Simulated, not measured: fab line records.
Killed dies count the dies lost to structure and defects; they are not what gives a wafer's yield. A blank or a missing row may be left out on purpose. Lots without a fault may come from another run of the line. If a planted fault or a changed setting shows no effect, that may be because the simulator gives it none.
fab line records	flow gf180mcu
record: lots: 24	wafers: 72	last-day: 34
route steps=602 shown VT_IMPLANT@99 CONTACT@302 M1@321 M2@367
lots that met no fault: taken from a fault-free run of the same line
start-h: the number of hours between the record's first day and the start of the first shown wafer of the lot	wait-h: how many hours have passed since the lot's step before this one	" the same as in the row above	L1.1+2: several wafers, shown together as one row	- no value, or no start given	* or withheld: withheld	< > ~ a bound
route shown NAME@n: NAME is a module with steps in the file, n the number in the route of the first one	usual: the fault-free wafers' mean and standard deviation	same: alike in all rows	chamber/n: place in a boat	sites: the reading at each site	_std_site: standard deviation of those values	_edge_site: outer sites' mean less inner sites'	radius-mm: how far each site lies from the wafer's centre	mask NAME#n: copy n	behind: the last tool/chamber to shape the wafer	hold: cause of the lot's hold/its duration in hours/its outcome	device: names the non-switching transistor (n, p or np)	end of line: at the end of the route, the tests of the same wafers	a step with no rows: only its recipe	killed: dies lost to structure and defects at the first sort, not the wafer's yield	map: shows each die of a wafer: x if killed, . if not, _ if none is there
set.NAME: the run value of the setting; set.NAME@STEP: its run value at that earlier step	model.NAME: the simulator's own value behind a step, which no gauge read
steps of the route over a sample of lots; a table a step, a row a wafer
services: the hour from which a tool's chamber was out of use, counted from the record's first day as start-h (under 0 if before that day), plus the number of hours and why
== steps ==
step: GF_VT_IMPLANT_STRIP_09
recipe: chemistry: O2/N2	power-w: 1400	pressure-mtorr: 1500	platen-temp-c: 250	o2-flow-sccm: 3000	n2-flow-sccm: 300	overash-fraction: 0.5
usual: chamber-pressure-mTorr: 1500.0/1.4	drypump-motor-current-A: 5.6/0.5	heater-power-w: 348/32	oes-product-au: 0.716/0.0047	strip-time-to-endpoint-s: 12.73/0.038
lot.wafer	tool	chamber	start-h	wait-h	chamber-pressure-mTorr	drypump-motor-current-A	heater-power-w	oes-product-au	rf-hours-counter-h	strip-time-to-endpoint-s
L074.3	plasma-asher-02	0	112.03	0.1	1500.7	4.9	363	0.711	-	12.76
L074.5	"	0	"	"	1502.1	4.9	364	0.710	-	12.74
L074.6	"	1	"	"	1501.0	6.0	348	0.715	-	12.73
L075.2	plasma-asher-04	1	118.03	0.1	1498.4	5.2	325	0.717	32	12.73
L075.3	"	1	"	"	1500.3	5.2	308	0.717	-	12.69
L075.5	"	0	"	"	1499.8	5.8	289	0.712	-	12.80
L076.4	plasma-asher-02	0	125.69	0.1	1501.9	4.9	357	0.709	-	12.70
L076.5	"	1	"	"	1501.5	6.0	348	0.724	-	12.70
L076.6	"	0	"	"	1499.4	4.9	354	0.713	-	12.70
L077.3	plasma-asher-02	0	130.18	0.1	1500.5	4.9	360	0.720	-	12.73
L077.5	"	1	"	"	1500.8	6.0	345	0.722	-	12.71
L077.6	"	0	"	"	1498.7	4.9	364	0.717	-	12.72
L078.1	plasma-asher-02	0	135.98	0.1	1499.8	4.9	352	0.710	48	12.63
L078.5	"	1	"	"	1498.3	6.0	345	0.725	-	12.67
L078.6	"	0	"	"	1499.8	4.9	362	0.713	-	12.69
L079.2	plasma-asher-03	0	143.39	0.1	1500.8	5.8	340	0.710	49	12.70
L079.3	"	0	"	"	1501.3	5.8	341	0.721	-	12.73
L079.4	"	1	"	"	1501.8	6.3	402	0.718	-	12.71
L080.1	plasma-asher-02	1	148.53	0.1	1500.5	6.0	341	0.720	50	12.74
L080.2	"	0	"	"	1500.2	4.9	360	0.718	50	12.73
L080.3	"	1	"	"	1499.3	6.0	345	0.721	-	12.76
L081.2	plasma-asher-03	1	154.31	0.1	1502.4	6.3	392	0.710	50	12.74
L081.4	"	1	"	"	1500.3	6.2	388	0.711	-	12.73
L081.6	"	1	"	"	1497.8	6.2	401	0.715	-	12.73
L082.3	plasma-asher-02	1	161.58	0.1	1500.6	6.0	333	0.719	-	12.72
L082.4	"	0	"	"	1498.0	4.9	348	0.714	-	12.71
L082.5	"	0	"	"	1500.5	4.9	356	0.708	-	12.71
L083.1	plasma-asher-02	1	169.38	0.1	1501.6	6.0	347	0.711	52	12.72
L083.4	"	1	"	"	1502.8	6.0	342	0.715	-	12.75
L083.6	"	0	"	"	1500.8	4.9	357	0.717	-	12.74
L084.1	plasma-asher-02	1	175.06	0.1	1500.3	6.0	348	0.719	53	12.67
L084.2	"	0	"	"	1498.0	4.9	367	0.717	53	12.61
L084.4	"	1	"	"	1499.8	6.0	347	0.718	-	12.64
L085.2	plasma-asher-03	1	180.81	0.1	1499.3	6.2	401	0.708	53	12.70
L085.3	"	0	"	"	1499.8	5.8	347	0.713	-	12.72
L085.5	"	0	"	"	1499.1	5.8	336	0.706	-	12.71
L086.1	plasma-asher-03	0	185.74	0.1	1500.9	5.7	336	0.711	54	12.74
L086.2	"	1	"	"	1500.1	6.2	402	0.715	54	12.79
L086.6	"	1	"	"	1500.0	6.2	400	0.719	-	12.76
L087.1	plasma-asher-04	1	192.06	0.1	1500.0	5.2	322	0.713	40	12.71
L087.3	"	1	"	"	1499.5	5.1	315	0.713	-	12.74
L087.4	"	0	"	"	1500.6	5.8	289	0.716	-	12.70
L088.2	plasma-asher-03	1	198.54	0.1	1498.6	6.2	391	0.704	55	12.77
L088.3	"	1	"	"	1497.9	6.2	402	0.715	-	12.75
L088.5	"	1	"	"	1500.7	6.2	396	0.718	-	12.77
L089.3	plasma-asher-04	0	205.89	0.1	1501.4	5.8	280	0.717	-	12.77
L089.4	"	1	"	"	1499.4	5.1	324	0.710	-	12.78
L089.6	"	0	"	"	1501.2	5.8	283	0.720	-	12.79
L090.3	plasma-asher-02	0	211.97	0.1	1499.3	4.9	361	0.716	-	12.77
L090.4	"	1	"	"	1503.0	6.0	340	0.712	-	12.75
L090.5	"	0	"	"	1500.1	4.9	359	0.713	-	12.79
L091.2	plasma-asher-03	0	216.44	0.1	1499.4	5.7	343	0.719	57	12.75
L091.3	"	0	"	"	1500.6	5.8	335	0.726	-	12.78
L091.6	"	1	"	"	1500.5	6.2	399	0.718	-	12.74
L092.2	plasma-asher-03	0	225.34	0.1	1498.9	5.7	337	0.721	58	12.77
L092.3	"	0	"	"	1502.0	5.7	341	0.714	-	12.80
L092.5	"	0	"	"	1499.3	5.7	348	0.711	-	12.77
L093.1	plasma-asher-02	0	230.42	0.1	1496.8	4.9	352	0.715	59	12.79
L093.5	"	0	"	"	1501.6	4.9	355	0.713	-	12.77
L093.6	"	1	"	"	1500.4	6.0	348	0.714	-	12.79
L094.1	plasma-asher-03	0	236.41	0.1	1498.4	5.8	347	0.716	59	12.76
L094.3	"	1	"	"	1501.3	6.2	399	0.710	-	12.78
L094.5	"	1	"	"	1500.6	6.2	398	0.717	-	12.77
L095.1	plasma-asher-04	0	242.11	0.1	1497.7	5.8	284	0.716	46	12.72
L095.4	"	1	"	"	1500.4	5.1	323	0.718	-	12.73
L095.5	"	0	"	"	1500.6	5.8	293	0.715	-	12.75
L096.1	plasma-asher-04	0	249.41	0.1	1499.5	5.8	288	0.711	46	12.75
L096.3	"	1	"	"	1502.4	5.2	317	0.712	-	12.75
L096.5	"	0	"	"	1497.6	5.8	277	0.719	-	12.70
L097.3	plasma-asher-02	0	252.84	0.1	1497.8	4.9	368	0.712	-	12.77
L097.5	"	0	"	"	1500.7	4.9	357	0.716	-	12.73
L097.6	"	1	"	"	1496.6	6.0	343	0.714	-	12.77
step: GF_CONTACT_OVL_MEAS_15
usual: CONTACT_OVL: 1/4.8
lot.wafer	tool	chamber	start-h	wait-h	CONTACT_OVL[nm]
L074.3	overlay-01	-	367.40	0.1	5
L074.5	"	-	"	"	-4
L074.6	"	-	"	"	-5
L075.2	overlay-02	-	370.64	0.1	1
L075.3	"	-	"	"	-4
L075.5	"	-	"	"	0
L076.4	overlay-02	-	385.37	0.1	-8
L076.5	"	-	"	"	2
L076.6	"	-	"	"	1
L077.3	overlay-02	-	390.35	0.1	2
L077.5	"	-	"	"	3
L077.6	"	-	"	"	5
L078.1	overlay-01	-	399.99	0.1	-3
L078.5	"	-	"	"	0
L078.6	"	-	"	"	2
L079.2	overlay-02	-	410.79	0.1	-3
L079.3	"	-	"	"	-5
L079.4	"	-	"	"	-7
L080.1	overlay-01	-	419.04	0.1	4
L080.2	"	-	"	"	-2
L080.3	"	-	"	"	5
L081.2	overlay-02	-	429.24	0.1	1
L081.4	"	-	"	"	-2
L081.6	"	-	"	"	3
L082.3	overlay-01	-	438.80	0.1	-5
L082.4	"	-	"	"	0
L082.5	"	-	"	"	-1
L083.1	overlay-01	-	444.34	0.1	-3
L083.4	"	-	"	"	8
L083.6	"	-	"	"	0
L084.1	overlay-01	-	458.59	0.1	-3
L084.2	"	-	"	"	-5
L084.4	"	-	"	"	-3
L085.2	overlay-02	-	463.09	0.1	5
L085.3	"	-	"	"	11
L085.5	"	-	"	"	4
L086.1	overlay-01	-	473.49	0.1	6
L086.2	"	-	"	"	11
L086.6	"	-	"	"	12
L087.1	overlay-02	-	480.24	0.1	8
L087.3	"	-	"	"	15
L087.4	"	-	"	"	8
L088.2	overlay-02	-	488.24	0.1	-6
L088.3	"	-	"	"	4
L088.5	"	-	"	"	6
L089.3	overlay-01	-	498.80	0.1	-8
L089.4	"	-	"	"	-1
L089.6	"	-	"	"	2
L090.3	overlay-01	-	504.65	0.1	-1
L090.4	"	-	"	"	1
L090.5	"	-	"	"	0
L091.2	overlay-02	-	511.49	0.1	3
L091.3	"	-	"	"	-4
L091.6	"	-	"	"	-5
L092.2	overlay-01	-	522.71	0.1	6
L092.3	"	-	"	"	2
L092.5	"	-	"	"	4
L093.1	overlay-01	-	528.35	0.1	-5
L093.5	"	-	"	"	0
L093.6	"	-	"	"	-6
L094.1	overlay-02	-	537.49	0.1	0
L094.3	"	-	"	"	5
L094.5	"	-	"	"	5
L095.1	overlay-02	-	543.84	0.1	-5
L095.4	"	-	"	"	0
L095.5	"	-	"	"	-3
L096.1	overlay-01	-	553.99	0.1	1
L096.3	"	-	"	"	-2
L096.5	"	-	"	"	7
L097.3	overlay-02	-	559.50	0.1	2
L097.5	"	-	"	"	-2
L097.6	"	-	"	"	-1
step: GF_CONTACT_CVD_24
recipe: material: W	target-thk-nm: 300	time-s: 90.339	temp-c: 400	pressure-torr: 40
usual: chamber-pressure-Torr: 39.99/0.08	heater-power-w: 883/120
lot.wafer	tool	chamber	start-h	wait-h	chamber-pressure-Torr	heater-power-w
L074.3	cvd-w-02	0	368.03	0.1	39.87	1097
L074.5	"	1	"	"	39.97	963
L074.6	"	0	"	"	39.82	1077
L075.2	cvd-w-01	0	371.24	0.0	39.79	697
L075.3	"	1	"	"	40.01	882
L075.5	"	1	"	"	40.10	870
L076.4	cvd-w-01	1	386.00	0.1	40.04	871
L076.5	"	0	"	"	39.96	704
L076.6	"	1	"	"	40.01	866
L077.3	cvd-w-01	1	390.97	0.1	40.05	872
L077.5	"	1	"	"	40.07	877
L077.6	"	0	"	"	39.94	678
L078.1	cvd-w-01	1	400.59	0.0	40.02	890
L078.5	"	1	"	"	40.04	874
L078.6	"	0	"	"	40.03	700
L079.2	cvd-w-01	1	411.38	0.0	39.84	860
L079.3	"	1	"	"	39.87	871
L079.4	"	0	"	"	39.96	698
L080.1	cvd-w-02	1	419.63	0.0	40.14	912
L080.2	"	0	"	"	39.96	1051
L080.3	"	0	"	"	40.00	1023
L081.2	cvd-w-01	1	429.83	0.0	40.07	871
L081.4	"	1	"	"	40.03	892
L081.6	"	0	"	"	39.98	692
L082.3	cvd-w-02	1	439.42	0.1	40.02	920
L082.4	"	0	"	"	40.07	1020
L082.5	"	0	"	"	39.97	1013
L083.1	cvd-w-02	1	444.93	0.0	39.99	908
L083.4	"	1	"	"	39.98	904
L083.6	"	0	"	"	39.91	1006
L084.1	cvd-w-02	0	459.19	0.0	40.05	1030
L084.2	"	1	"	"	40.07	908
L084.4	"	0	"	"	39.96	1026
L085.2	cvd-w-02	1	463.70	0.0	39.94	889
L085.3	"	1	"	"	39.93	892
L085.5	"	0	"	"	40.08	1019
L086.1	cvd-w-01	1	474.08	0.0	39.97	887
L086.2	"	0	"	"	39.95	683
L086.6	"	0	"	"	39.97	698
L087.1	cvd-w-02	1	480.96	0.0	39.92	898
L087.3	"	0	"	"	39.97	1018
L087.4	"	1	"	"	40.20	902
L088.2	cvd-w-01	0	488.97	0.0	40.05	690
L088.3	"	1	"	"	40.01	888
L088.5	"	0	"	"	39.87	713
L089.3	cvd-w-01	1	499.53	0.1	40.00	875
L089.4	"	0	"	"	40.11	683
L089.6	"	0	"	"	40.10	688
L090.3	cvd-w-02	0	505.38	0.1	40.05	1013
L090.4	"	1	"	"	39.91	907
L090.5	"	1	"	"	39.96	889
L091.2	cvd-w-01	0	512.19	0.0	39.88	674
L091.3	"	1	"	"	39.88	883
L091.6	"	0	"	"	40.02	691
L092.2	cvd-w-01	1	523.40	0.0	40.10	865
L092.3	"	1	"	"	39.98	842
L092.5	"	0	"	"	39.97	689
L093.1	cvd-w-02	0	528.95	0.0	39.95	1029
L093.5	"	0	"	"	40.11	1038
L093.6	"	1	"	"	39.93	901
L094.1	cvd-w-02	1	538.19	0.0	40.03	890
L094.3	"	1	"	"	40.01	880
L094.5	"	1	"	"	39.93	903
L095.1	cvd-w-02	0	544.53	0.0	39.94	1028
L095.4	"	1	"	"	40.03	912
L095.5	"	0	"	"	39.96	1028
L096.1	cvd-w-02	0	554.67	0.0	40.04	1044
L096.3	"	1	"	"	39.95	894
L096.5	"	0	"	"	40.03	1042
L097.3	cvd-w-02	1	560.12	0.1	40.04	885
L097.5	"	0	"	"	40.02	1027
L097.6	"	1	"	"	39.91	908
step: GF_M1_THK_MEAS_06
recipe: thk-meas-gauge: xrf	reads: AlCu_of_M1_SPUTTER_02
usual: M1_ALCU_THK: 449/5.1
lot.wafer	tool	chamber	start-h	wait-h	M1_ALCU_THK[nm]
L074.3	film-metro-01	-	368.93	0.1	454
L074.5	"	-	"	"	458
L074.6	"	-	"	"	451
L075.2	film-metro-02	-	372.17	0.1	452
L075.3	"	-	"	"	450
L075.5	"	-	"	"	448
L076.4	film-metro-01	-	386.92	0.1	451
L076.5	"	-	"	"	445
L076.6	"	-	"	"	449
L077.3	film-metro-01	-	391.88	0.1	446
L077.5	"	-	"	"	447
L077.6	"	-	"	"	447
L078.1	film-metro-02	-	401.51	0.1	456
L078.5	"	-	"	"	447
L078.6	"	-	"	"	451
L079.2	film-metro-01	-	412.32	0.1	450
L079.3	"	-	"	"	448
L079.4	"	-	"	"	446
L080.1	film-metro-04	-	420.56	0.1	454
L080.2	"	-	"	"	455
L080.3	"	-	"	"	454
L081.2	film-metro-02	-	430.76	0.1	445
L081.4	"	-	"	"	442
L081.6	"	-	"	"	447
L082.3	film-metro-04	-	440.58	0.1	453
L082.4	"	-	"	"	447
L082.5	"	-	"	"	446
L083.1	film-metro-02	-	445.86	0.1	441
L083.4	"	-	"	"	440
L083.6	"	-	"	"	442
L084.1	film-metro-01	-	460.11	0.1	451
L084.2	"	-	"	"	446
L084.4	"	-	"	"	446
L085.2	film-metro-04	-	464.96	0.1	453
L085.3	"	-	"	"	448
L085.5	"	-	"	"	450
L086.1	film-metro-01	-	475.00	0.1	451
L086.2	"	-	"	"	450
L086.6	"	-	"	"	450
L087.1	film-metro-04	-	481.88	0.1	447
L087.3	"	-	"	"	456
L087.4	"	-	"	"	451
L088.2	film-metro-01	-	489.90	0.1	445
L088.3	"	-	"	"	452
L088.5	"	-	"	"	448
L089.3	film-metro-01	-	500.43	0.1	447
L089.4	"	-	"	"	443
L089.6	"	-	"	"	444
L090.3	film-metro-04	-	506.29	0.1	461
L090.4	"	-	"	"	462
L090.5	"	-	"	"	465
L091.2	film-metro-02	-	513.12	0.1	441
L091.3	"	-	"	"	443
L091.6	"	-	"	"	443
L092.2	film-metro-02	-	524.33	0.1	449
L092.3	"	-	"	"	455
L092.5	"	-	"	"	447
L093.1	film-metro-02	-	529.87	0.1	453
L093.5	"	-	"	"	446
L093.6	"	-	"	"	447
L094.1	film-metro-01	-	539.11	0.1	456
L094.3	"	-	"	"	455
L094.5	"	-	"	"	451
L095.1	film-metro-01	-	545.51	0.1	444
L095.4	"	-	"	"	446
L095.5	"	-	"	"	445
L096.1	film-metro-02	-	555.60	0.1	439
L096.3	"	-	"	"	445
L096.5	"	-	"	"	442
L097.3	film-metro-02	-	561.03	0.1	458
L097.5	"	-	"	"	457
L097.6	"	-	"	"	455
step: GF_M1_OVL_MEAS_15
usual: M1_OVL: 5/6.7
lot.wafer	tool	chamber	start-h	wait-h	M1_OVL[nm]
L074.3	overlay-02	-	391.47	0.1	-6
L074.5	"	-	"	"	-5
L074.6	"	-	"	"	-3
L075.2	overlay-02	-	394.53	0.1	-4
L075.3	"	-	"	"	2
L075.5	"	-	"	"	2
L076.4	overlay-01	-	410.28	0.1	2
L076.5	"	-	"	"	2
L076.6	"	-	"	"	-1
L077.3	overlay-01	-	414.63	0.1	0
L077.5	"	-	"	"	3
L077.6	"	-	"	"	3
L078.1	overlay-02	-	425.21	0.1	8
L078.5	"	-	"	"	13
L078.6	"	-	"	"	13
L079.2	overlay-02	-	436.80	0.1	-2
L079.3	"	-	"	"	3
L079.4	"	-	"	"	2
L080.1	overlay-02	-	444.62	0.1	2
L080.2	"	-	"	"	11
L080.3	"	-	"	"	3
L081.2	overlay-02	-	455.50	0.1	5
L081.4	"	-	"	"	4
L081.6	"	-	"	"	-1
L082.3	overlay-02	-	465.15	0.1	5
L082.4	"	-	"	"	0
L082.5	"	-	"	"	3
L083.1	overlay-01	-	469.99	0.1	17
L083.4	"	-	"	"	5
L083.6	"	-	"	"	10
L084.1	overlay-01	-	484.49	0.1	-4
L084.2	"	-	"	"	-3
L084.4	"	-	"	"	0
L085.2	overlay-01	-	489.21	0.1	9
L085.3	"	-	"	"	9
L085.5	"	-	"	"	10
L086.1	overlay-01	-	499.24	0.1	13
L086.2	"	-	"	"	10
L086.6	"	-	"	"	9
L087.1	overlay-02	-	505.37	0.1	8
L087.3	"	-	"	"	9
L087.4	"	-	"	"	5
L088.2	overlay-02	-	513.19	0.1	0
L088.3	"	-	"	"	13
L088.5	"	-	"	"	1
L089.3	overlay-02	-	523.62	0.1	3
L089.4	"	-	"	"	-3
L089.6	"	-	"	"	7
L090.3	overlay-01	-	529.18	0.1	18
L090.4	"	-	"	"	11
L090.5	"	-	"	"	11
L091.2	overlay-02	-	535.76	0.1	7
L091.3	"	-	"	"	10
L091.6	"	-	"	"	6
L092.2	overlay-02	-	546.99	0.1	12
L092.3	"	-	"	"	9
L092.5	"	-	"	"	14
L093.1	overlay-01	-	552.64	0.1	14
L093.5	"	-	"	"	14
L093.6	"	-	"	"	12
L094.1	overlay-01	-	561.44	0.1	-4
L094.3	"	-	"	"	-5
L094.5	"	-	"	"	-6
L095.1	overlay-01	-	567.91	0.1	4
L095.4	"	-	"	"	3
L095.5	"	-	"	"	0
L096.1	overlay-01	-	577.68	0.1	-1
L096.3	"	-	"	"	-7
L096.5	"	-	"	"	-6
L097.3	overlay-01	-	582.28	0.1	22
L097.5	"	-	"	"	17
L097.6	"	-	"	"	22
step: GF_M2_RS_MEAS_05
recipe: thk-meas-gauge: four-point-probe	reads: TiN_of_M2_SPUTTER_04+Ti_of_M2_SPUTTER_03+AlCu_of_M2_SPUTTER_02+TiN_of_M2_SPUTTER_01+Ti_of_M2_SPUTTER_00
usual: M2_ALCU_RS: 0.0693/0.00074
lot.wafer	tool	chamber	start-h	wait-h	M2_ALCU_RS[ohm/sq]
L074.3	film-metro-03	-	417.22	0.1	0.0688
L074.5	"	-	"	"	0.0690
L074.6	"	-	"	"	0.0700
L075.2	film-metro-03	-	421.02	0.0	0.0694
L075.3	"	-	"	"	0.0684
L075.5	"	-	"	"	0.0693
L076.4	film-metro-03	-	437.76	0.1	0.0683
L076.5	"	-	"	"	0.0692
L076.6	"	-	"	"	0.0689
L077.3	film-metro-01	-	441.95	0.1	0.0682
L077.5	"	-	"	"	0.0689
L077.6	"	-	"	"	0.0681
L078.1	film-metro-03	-	453.35	0.0	0.0697
L078.5	"	-	"	"	0.0704
L078.6	"	-	"	"	0.0700
L079.2	film-metro-01	-	464.55	0.0	0.0693
L079.3	"	-	"	"	0.0689
L079.4	"	-	"	"	0.0702
L080.1	film-metro-01	-	472.00	0.0	0.0682
L080.2	"	-	"	"	0.0683
L080.3	"	-	"	"	0.0680
L081.2	film-metro-01	-	482.95	0.0	0.0695
L081.4	"	-	"	"	0.0688
L081.6	"	-	"	"	0.0699
L082.3	film-metro-01	-	492.53	0.1	0.0685
L082.4	"	-	"	"	0.0695
L082.5	"	-	"	"	0.0695
L083.1	film-metro-04	-	497.75	0.0	0.0690
L083.4	"	-	"	"	0.0699
L083.6	"	-	"	"	0.0683
L084.1	film-metro-03	-	511.57	0.0	0.0715
L084.2	"	-	"	"	0.0699
L084.4	"	-	"	"	0.0706
L085.2	film-metro-01	-	515.74	0.0	0.0698
L085.3	"	-	"	"	0.0684
L085.5	"	-	"	"	0.0684
L086.1	film-metro-01	-	525.79	0.0	0.0690
L086.2	"	-	"	"	0.0710
L086.6	"	-	"	"	0.0697
L087.1	film-metro-04	-	532.16	0.0	0.0690
L087.3	"	-	"	"	0.0703
L087.4	"	-	"	"	0.0689
L088.2	film-metro-03	-	539.27	0.0	0.0693
L088.3	"	-	"	"	0.0697
L088.5	"	-	"	"	0.0696
L089.3	film-metro-04	-	549.52	0.1	0.0683
L089.4	"	-	"	"	0.0695
L089.6	"	-	"	"	0.0683
L090.3	film-metro-03	-	555.02	0.1	0.0695
L090.4	"	-	"	"	0.0695
L090.5	"	-	"	"	0.0693
L091.2	film-metro-03	-	562.08	0.0	0.0697
L091.3	"	-	"	"	0.0690
L091.6	"	-	"	"	0.0702
L092.2	film-metro-01	-	572.24	0.0	0.0712
L092.3	"	-	"	"	0.0692
L092.5	"	-	"	"	0.0690
L093.1	film-metro-03	-	578.06	0.0	0.0697
L093.5	"	-	"	"	0.0694
L093.6	"	-	"	"	0.0702
L094.1	film-metro-04	-	586.23	0.0	0.0699
L094.3	"	-	"	"	0.0688
L094.5	"	-	"	"	0.0700
L095.1	film-metro-01	-	592.78	0.0	0.0704
L095.4	"	-	"	"	0.0700
L095.5	"	-	"	"	0.0693
L096.1	film-metro-01	-	602.25	0.0	0.0687
L096.3	"	-	"	"	0.0700
L096.5	"	-	"	"	0.0687
L097.3	film-metro-03	-	606.08	0.1	0.0688
L097.5	"	-	"	"	0.0691
L097.6	"	-	"	"	0.0687
== services ==
tool	chamber	start-h	hours	kind
cvd-w-01	1	191.55	13.8	repair
plasma-asher-02	-	193.42	1.2	repair
cvd-w-02	-	230.68	2.7	repair
plasma-asher-03	-	255.20	3.5	repair
cvd-w-02	-	290.86	0.8	repair
cvd-w-02	-	296.00	2.8	pm
cvd-w-02	-	343.20	0.8	repair
cvd-w-02	-	390.00	14.0	pm
cvd-w-02	0	390.00	14.0	vent-cycle
cvd-w-02	1	390.00	14.0	vent-cycle
cvd-w-02	0	404.00	-	clean
cvd-w-02	1	404.00	-	clean
cvd-w-02	-	407.64	0.7	repair
plasma-asher-03	-	416.97	0.5	repair
plasma-asher-03	-	421.25	9.0	pm
plasma-asher-03	0	421.25	9.0	vent-cycle
plasma-asher-03	1	421.25	9.0	vent-cycle
plasma-asher-03	0	430.25	-	clean
plasma-asher-04	-	462.43	13.5	repair
cvd-w-02	-	495.66	2.6	repair
cvd-w-02	-	498.27	6.0	pm
cvd-w-01	-	510.87	1.2	repair
cvd-w-02	-	521.01	0.5	repair
cvd-w-01	-	556.97	1.2	repair
== key ==
fault none
